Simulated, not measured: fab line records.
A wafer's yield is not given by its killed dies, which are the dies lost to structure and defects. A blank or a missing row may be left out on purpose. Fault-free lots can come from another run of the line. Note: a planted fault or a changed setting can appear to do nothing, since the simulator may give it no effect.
Which tool did it? + flow gf180mcu + 13 lots with 39 wafers sampled at 5 steps, on a route of 602 steps

WHAT THE GAUGES SHOWED, per wafer
GF_VT_IMPLANT_OVL_MEAS_18. Usual: VT_IMPLANT_01_OVL gives 0.2 nm (standard deviation 1.4).
| lot  | measured     | on         | VT_IMPLANT_01_OVL (nm) | flag |
|------|--------------|------------|------------------------|------|
| L970 | day 6 06:31  | overlay-01 | 1.7 -1.0 2.0           |      |
| L971 | day 6 13:11  | overlay-02 | 0.6 3.4 3.0            |      |
| L972 | day 6 18:49  | overlay-01 | -1.9 -1.2 -4.0         |      |
| L973 | day 7 01:59  | overlay-02 | -0.3 1.1 -0.4          |      |
| L974 | day 7 05:49  | overlay-02 | 2.0 1.6 0.3            |      |
| L977 | day 8 01:09  | overlay-01 | 1.2 1.1 0.1            |      |
| L978 | day 8 11:39  | overlay-01 | -0.6 -0.4 0.8          |      |
| L979 | day 8 18:49  | overlay-01 | -2.1 -1.5 -0.6         |      |
| L983 | day 9 16:04  | overlay-02 | -2.7 0.4 -0.7          |      |
| L988 | day 10 23:01 | overlay-02 | 2.4 3.3 1.8            |      |
| L989 | day 11 05:16 | overlay-01 | -0.8 1.3 1.4           |      |
| L992 | day 12 01:01 | overlay-01 | -0.4 -1.2 -1.1         |      |
| L993 | day 12 07:26 | overlay-01 | 1.0 2.8 0.9            |      |

GF_HV_LDD_TW_MEAS_50. Usual: HV_LDD_4_TW gives 568 (standard deviation 4.8).
| lot  | measured     | on            | HV_LDD_4_TW | flag |
|------|--------------|---------------|-------------|------|
| L970 | day 12 09:17 | film_metro-03 | 562 561 563 |      |
| L971 | day 12 17:46 | film_metro-01 | 570 570 572 |      |
| L972 | day 13 02:03 | film_metro-03 | 555 561 560 |      |
| L973 | day 13 09:35 | film_metro-03 | 561 566 563 |      |
| L974 | day 13 14:46 | film_metro-04 | 568 573 571 |      |
| L977 | day 14 16:55 | film_metro-01 | 571 570 569 |      |
| L978 | day 15 04:14 | film_metro-03 | 563 562 561 |      |
| L979 | day 15 13:58 | film_metro-04 | 571 570 571 |      |
| L983 | day 16 19:34 | film_metro-04 | 570 568 572 |      |
| L988 | day 18 13:35 | film_metro-04 | 600 596 599 | OFF  |
| L989 | day 18 21:18 | film_metro-01 | 596 593 594 | OFF  |
| L992 | day 19 21:42 | film_metro-01 | 576 574 576 |      |
| L993 | day 20 02:19 | film_metro-03 | 563 563 564 |      |

GF_M4_THK_MEAS_06: measures by xrf. Usual: M4_ALCU_THK gives 457 nm (standard deviation 6.5).
| lot  | measured     | on            | M4_ALCU_THK (nm) | flag |
|------|--------------|---------------|------------------|------|
| L970 | day 22 07:18 | film_metro-01 | 451 447 449      |      |
| L971 | day 22 16:58 | film_metro-03 | 456 449 455      |      |
| L972 | day 23 02:59 | film_metro-02 | 457 459 458      |      |
| L973 | day 23 13:22 | film_metro-03 | 456 463 460      |      |
| L974 | day 23 17:08 | film_metro-03 | 465 460 465      |      |
| L977 | day 25 01:19 | film_metro-01 | 449 455 456      |      |
| L978 | day 25 10:18 | film_metro-01 | 440 445 443      |      |
| L979 | day 25 23:14 | film_metro-01 | 448 453 458      |      |
| L983 | day 26 22:49 | film_metro-01 | 448 449 449      |      |
| L988 | day 28 13:22 | film_metro-03 | 468 468 463      |      |
| L989 | day 28 18:28 | film_metro-03 | 464 466 465      |      |
| L992 | day 29 12:56 | film_metro-03 | 448 447 449      |      |
| L993 | day 29 15:33 | film_metro-02 | 449 453 451      |      |

WHICH TOOL RAN EACH LOT (tool, then ch and the chambers of the sampled wafers, then the start)
| lot  | GF_HV_LDD_IMPLANT_48            | GF_M3_SPUTTER_03             |
|------|---------------------------------|------------------------------|
| L970 | implanter-03 ch 0, day 12 09:03 | pvd_sputter-03, day 20 04:54 |
| L971 | implanter-03 ch 0, day 12 17:31 | pvd_sputter-04, day 20 14:31 |
| L972 | implanter-03 ch 0, day 13 01:50 | pvd_sputter-03, day 21 01:36 |
| L973 | implanter-01 ch 0, day 13 09:22 | pvd_sputter-04, day 21 12:01 |
| L974 | implanter-03 ch 0, day 13 14:31 | pvd_sputter-03, day 21 15:26 |
| L977 | implanter-02 ch 0, day 14 16:40 | pvd_sputter-04, day 23 01:23 |
| L978 | implanter-02 ch 0, day 15 03:59 | pvd_sputter-04, day 23 10:57 |
| L979 | implanter-01 ch 0, day 15 13:45 | pvd_sputter-03, day 23 23:31 |
| L983 | implanter-03 ch 0, day 16 19:19 | pvd_sputter-01, day 25 02:03 |
| L988 | implanter-02 ch 0, day 18 13:20 | pvd_sputter-04, day 26 17:38 |
| L989 | implanter-02 ch 0, day 18 21:03 | pvd_sputter-03, day 26 23:14 |
| L992 | implanter-03 ch 0, day 19 21:28 | pvd_sputter-01, day 27 19:38 |
| L993 | implanter-01 ch 0, day 20 02:07 | pvd_sputter-01, day 27 21:38 |
- GF_HV_LDD_IMPLANT_48
- GF_M3_SPUTTER_03: material Ti, target thk 10 nm, time 6.7 s.

AS READ BY THE TOOLS THEMSELVES (means over the sampled wafers that have a number; for cases with no such wafer, the mark the record gives instead)
GF_HV_LDD_IMPLANT_48. Usual: dose_ions_cm2 2.999e+13, standard deviation 3.4e+10; faraday_current_uA 169, standard deviation 3.6.
| lot  | tool         | dose_ions_cm2 | faraday_current_uA | flag |
|------|--------------|---------------|--------------------|------|
| L970 | implanter-03 | 2.999e+13     | 169                |      |
| L971 | implanter-03 | 2.997e+13     | 170                |      |
| L972 | implanter-03 | 3.001e+13     | 169                |      |
| L973 | implanter-01 | 3.003e+13     | 171                |      |
| L974 | implanter-03 | 3.000e+13     | 172                |      |
| L977 | implanter-02 | 2.996e+13     | 171                |      |
| L978 | implanter-02 | 3.000e+13     | 170                |      |
| L979 | implanter-01 | 2.998e+13     | 165                |      |
| L983 | implanter-03 | 3.000e+13     | 170                |      |
| L988 | implanter-02 | 3.380e+13     | 189                | OFF  |
| L989 | implanter-02 | 3.384e+13     | 192                | OFF  |
| L992 | implanter-03 | 3.000e+13     | 167                |      |
| L993 | implanter-01 | 2.999e+13     | 164                |      |

GF_M3_SPUTTER_03. Usual: substrate_temp_c 300.02 C, standard deviation 0.21; throttle_valve_pct 29.6 %, standard deviation 0.93.
| lot  | tool           | substrate_temp_c (C) | throttle_valve_pct (%) | flag |
|------|----------------|----------------------|------------------------|------|
| L970 | pvd_sputter-03 | 299.88               | 30.0                   |      |
| L971 | pvd_sputter-04 | 299.81               | 30.3                   |      |
| L972 | pvd_sputter-03 | 300.07               | 29.5                   |      |
| L973 | pvd_sputter-04 | 299.91               | 29.8                   |      |
| L974 | pvd_sputter-03 | 299.84               | 29.9                   |      |
| L977 | pvd_sputter-04 | 299.99               | 30.3                   |      |
| L978 | pvd_sputter-04 | 300.07               | 30.2                   |      |
| L979 | pvd_sputter-03 | 299.98               | 30.0                   |      |
| L983 | pvd_sputter-01 | 300.22               | 29.6                   |      |
| L988 | pvd_sputter-04 | 300.08               | 29.5                   |      |
| L989 | pvd_sputter-03 | 300.21               | 29.7                   |      |
| L992 | pvd_sputter-01 | 299.99               | 29.2                   |      |
| L993 | pvd_sputter-01 | 299.87               | 28.3                   |      |

THE ANSWER, worked out from the rows above alone
Rule: a lot counts as off when the mean over its wafers that have a number is more than 3 standard deviations away from the usual mean. A lot without any number at a reading at which 4 lots or more have one is off too. All remaining lots with rows at the step are treated as sound. The gauges are gone through in route order, then the tools' own readings, and for those a lot's mean is taken as printed above. The first step at which some lot is off is used, and at that step the reading that is off furthest; a lot without a number counts as furthest.
Off: L988, L989, seen at GF_HV_LDD_TW_MEAS_50 (HV_LDD_4_TW).
A tool fits if, at a process step before that reading, it ran every lot that is off, and no sound lot after the first of them. Not tried: the gauges at GF_HV_LDD_TW_MEAS_50; whatever is off there is also off at GF_HV_LDD_IMPLANT_48, on other tools, and gauge error can't account for it. One candidate fits, namely implanter-02 at GF_HV_LDD_IMPLANT_48. Its last sound lot is L978 (day 15 03:59), its first lot that is off L988 (day 18 13:20): a fault that began between those two fits.
The tool's own readings at GF_HV_LDD_IMPLANT_48 bear it out: on the lots that are off they differ by more than 5 times the standard deviation of the sound lots' means. dose_ions_cm2 reads 3.382e+13 there against 2.999e+13 on the sound lots; faraday_current_uA reads 190 there against 169 on the sound lots.

WHAT WAS PUT IN BY THE SIMULATOR
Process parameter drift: implanter-02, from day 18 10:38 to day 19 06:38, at GF_HV_LDD_IMPLANT_48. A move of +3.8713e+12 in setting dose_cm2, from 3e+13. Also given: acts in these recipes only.
Struck lots among those shown: L988, L989. The rule above reached the same finding.
